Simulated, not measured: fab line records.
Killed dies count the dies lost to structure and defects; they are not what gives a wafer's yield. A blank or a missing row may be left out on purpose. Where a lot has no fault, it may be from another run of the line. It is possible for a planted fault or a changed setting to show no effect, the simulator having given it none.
Struck lot and sound lot, side by side | flow gf180mcu | 20 out of 602 route steps
Sound: wafers L473.1, L473.2, L473.5. Struck: wafers L474.4, L474.6. (L474.2 of the same lot was not struck and is left out.) The cause comes at the end.
For every step that has rows: the tool of each side, followed by ch and its chambers, followed by its first start. Under that, the readings that differ: sound wafers | struck wafers | difference of the means | sigmas: that difference in standard deviations of wafers without a fault.
alike: readings with means less than 2 such deviations apart, plus words and numbers identical on both sides. not compared: withheld readings, readings lacking a value on some wafer, bounds such as >300 that could conceal the same value, and numbers that have no deviation in the record and whose values overlap.
The two part at a step that has a row with sigmas, a row that says differs or no value, or rows on one side only. When numbers do not overlap yet have no deviation, they are printed without sigmas and do not part them. A reading missing from all wafers of one side parts the sides only when that side holds two or more wafers.

GF_PSD_STRIP_10: strips in O2/N2.
  sound on plasmaAsher-04 ch 0,1, day 16 13:54; struck on plasmaAsher-04 ch 0,1, day 17 13:20
reading                  | sound             | struck      | difference | sigmas
oesProductAu (a.u.)      | 0.594 0.595 0.597 | 0.589 0.582 | -0.010     | -2
stripTimeToEndpointS (s) | 16.45 16.43 16.47 | 16.57 16.57 | +0.12      | +3
  alike: drypumpMotorCurrentA, heaterPowerW
  not compared: rfHoursCounterH
GF_PSD_TW_MEAS_11:
  sound: filmMetro-01 at day 16 14:00; struck: filmMetro-02 at day 17 13:26
  alike: PSD_TW
then, 1 step without rows for these wafers: GF_PSD_CLEAN_12 (cleans in SC1/SC2, time 150 s).
GF_PSD_RTA_13: time 20 s.
  sound on rtpAnneal-01 ch 0, day 16 14:07; struck on rtpAnneal-01 ch 0, day 17 13:34
  alike: lampPowerPct, wafer_temp_C_max
GF_PSD_RS_MEAS_14: measurement is done with a four-point probe.
  sound: filmMetro-01 at day 16 14:11; struck: filmMetro-01 at day 17 13:39
  alike: NSD_RS
GF_PSD_RS_MEAS_15: measurement is done with a four-point probe.
  sound: filmMetro-01 at day 16 14:19; struck: filmMetro-01 at day 17 13:46
  alike: PSD_RS
GF_SAB_CVD_00: deposits SiO2 from TEOS, target thk 50 nm, time 4.9302 s.
  sound on pecvd-04 ch 1,2, day 16 14:26; struck on pecvd-04 ch 0,1, day 17 13:52
  alike: heaterPowerOuterW, heaterPowerW
  not compared: sinceWetCleanH
GF_SAB_THK_MEAS_01:
  sound: filmMetro-04 at day 16 14:27; struck: filmMetro-04 at day 17 13:54
  alike: SAB_CVD_00_THK
then, 4 steps without rows for these wafers: GF_SAB_DEHYDRATE_02 (time 60 s); GF_SAB_HMDS_03 (prime time 60 s); GF_SAB_COAT_04 (resist thk 1000 nm); GF_SAB_SOFTBAKE_05 (time 60 s).
GF_SAB_EXPOSE_06: exposes mask SAB, target cd 420 nm.
  sound on ilineStepper-02 ch 0, day 17 02:37; struck on ilineStepper-02 ch 0, day 18 02:01
  alike: mask
then, 2 steps without rows for these wafers: GF_SAB_PEB_07; GF_SAB_DEVELOP_08 (develop time 60 s).
GF_SAB_CD_MEAS_09: target cd 420 nm.
  sound: cdSem-01 at day 17 13:31; struck: cdSem-02 at day 18 13:57
reading   | sound             | struck      | difference | sigmas
cdNm (nm) | 425.5 422.6 424.7 | 396.5 398.2 | -26.9      | -12
GF_SAB_OVL_MEAS_10:
  sound: overlay-02 at day 17 13:38; struck: overlay-01 at day 18 14:03
  alike: SAB_OVL
GF_SAB_ETCH_11: etches SiO2 in C4F8/O2/Ar, target depth 55 nm, time 8.5 s.
  sound on rieDiel-01 ch 1,2, day 17 13:40; struck on rieDiel-01 ch 1, day 18 14:05
reading             | sound           | struck    | difference | sigmas
model.SAB.cdNm (nm) | 425 422.2 424.7 | 396 398.2 | -27        | 
  alike: oesProductAu
  not compared: rfHoursCounterH
then, 1 step without rows for these wafers: GF_SAB_WET_ETCH_12 (etches SiO2 in dHF, target depth 22 nm, time 440 s).
-- the record jumps here: 13 days lie between the struck wafers' starts before and after (it left off in module SAB and takes up again in module PASSIVATION, whose first step shown is number 602 of the route) --
GF_PASSIVATION_PROBE_99:
  sound: prober-02 at day 31 01:16; struck: prober-02 at day 31 21:37
reading                          | sound          | struck    | difference | sigmas
model.etest.ppolyU.lengthNm (nm) | 1000 1001 1003 | 979.2 988 | -17.7      | 

== WHERE THEY PART ==
At GF_PSD_STRIP_10 first; at GF_SAB_CD_MEAS_09 last (within this record only). Later steps at which nothing parts them and some readings are alike: GF_SAB_OVL_MEAS_10, GF_SAB_ETCH_11.

WHY: whatever the simulator had introduced
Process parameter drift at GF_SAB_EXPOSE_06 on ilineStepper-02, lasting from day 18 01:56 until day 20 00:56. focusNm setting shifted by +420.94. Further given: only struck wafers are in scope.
